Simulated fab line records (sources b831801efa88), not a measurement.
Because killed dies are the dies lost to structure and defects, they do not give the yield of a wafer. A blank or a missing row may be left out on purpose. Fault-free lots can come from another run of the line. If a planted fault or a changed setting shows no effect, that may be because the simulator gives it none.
Chamber matching    flow gf180mcu    GF_V5_CMP_04 on cmp-01: 4 sister chambers
The step polishes SiO2. 14 wafers are shown with their chamber, then 7 later ones without.

WAFERS WITH THEIR CHAMBER
wafer   chamber  motorCurrentA (A)
L202.1  3        11.9
L202.2  1        13.7
L202.3  0        10.5
L206.4  0        10.1
L206.5  3        11.8
L206.6  0        10.7
L207.2  3        11.3
L207.4  1        14.5
L207.5  1        13.3
L212.2  3        11.2
L212.4  2        13.3
L212.5  0        10.6
L216.2  2        13.5
L216.4  0        10.7

SIGNATURES (means of the wafers above)
reading        chamber 0  chamber 1  chamber 2  chamber 3  scatter within a chamber
motorCurrentA  10.520     13.833     13.400     11.550     0.372
Rule: for each reading, subtract the chamber's mean from the wafer's reading, divide by that reading's scatter and square the result; add these up over the readings and take the root, which gives the wafer's distance from the chamber. The wafer belongs to the nearest chamber; if the next one is less than 2 further off, it can't be placed. The scatter is the square root of a quotient: the sum, over the shown wafers, of each reading's squared deviation from its chamber's mean, divided by wafers minus chambers.

WAFERS WITHOUT THEIR CHAMBER
wafer   motorCurrentA (A)
L216.5  12.9
L217.1  11.7
L217.4  14.1
L217.5  12.4
L222.2  12.5
L222.4  11.1
L222.5  12.1

EACH ONE'S CHAMBER
wafer   from the rows above           in truth
L216.5  can't be placed: 2 or 1       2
L217.1  3                             3
L217.4  can't be placed: 1 or 2       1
L217.5  can't be placed: 3 or 2 or 1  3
L222.2  can't be placed: 2 or 3 or 1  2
L222.4  can't be placed: 3 or 0       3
L222.5  3                             3
2 of 7 placed correctly. These rows do not allow placing 5 (true chamber among the candidates in 5). Wrongly placed: 0.
